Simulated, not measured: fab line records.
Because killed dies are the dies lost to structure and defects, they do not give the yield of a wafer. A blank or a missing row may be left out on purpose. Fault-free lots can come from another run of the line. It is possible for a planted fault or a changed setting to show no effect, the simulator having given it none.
Matching of chambers    flow gf180mcu    4 sister chambers for GF_V1_CMP_04 on cmp-01
The step polishes SiO2. 4 wafers are shown with their chamber, then 12 later ones without.

WAFERS PAIRED WITH THEIR CHAMBERS
wafer   chamber  motorCurrentA (A)
L083.6  0        11.8
L086.2  3        10.6
L086.3  2        13.1
L086.4  1        10.5

WAFERS WHOSE CHAMBER IS MISSING
wafer   motorCurrentA (A)
L089.3  10.6
L089.4  13.6
L089.5  13.4
L089.1  12.3
L089.2  10.5
L089.6  10.5
L095.1  11.3
L095.3  14.3
L095.6  10.7
L095.2  12.7
L095.4  10.5
L095.5  13.3

EACH ONE'S CHAMBER
wafer   from the rows above           in truth
L089.3  can't be placed: 3 or 1       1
L089.4  2                             2
L089.5  2                             2
L089.1  can't be placed: 0 or 2       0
L089.2  can't be placed: 1 or 3       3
L089.6  can't be placed: 1 or 3       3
L095.1  can't be placed: 0 or 3 or 1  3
L095.3  2                             2
L095.6  can't be placed: 3 or 1       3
L095.2  can't be placed: 2 or 0       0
L095.4  can't be placed: 1 or 3       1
L095.5  2                             2
Correct placement for 4 of the 12. These rows do not allow placing 8 (true chamber among the candidates in 8). Wrongly placed: 0.
How it was worked out, from the rows above alone: a wafer's distance from a chamber is the root of the sum, over the readings, of the square of ((its reading less the chamber's mean) divided by the reading's scatter). If the next closest chamber is less than 2 further off than the closest, the wafer can't be placed; otherwise it belongs to the closest. For every chamber, the mean is computed from those of its wafers that are shown. The scatter: with one shown wafer a chamber, the root of the mean of the squares of how far each hidden wafer lies from its nearest shown one.
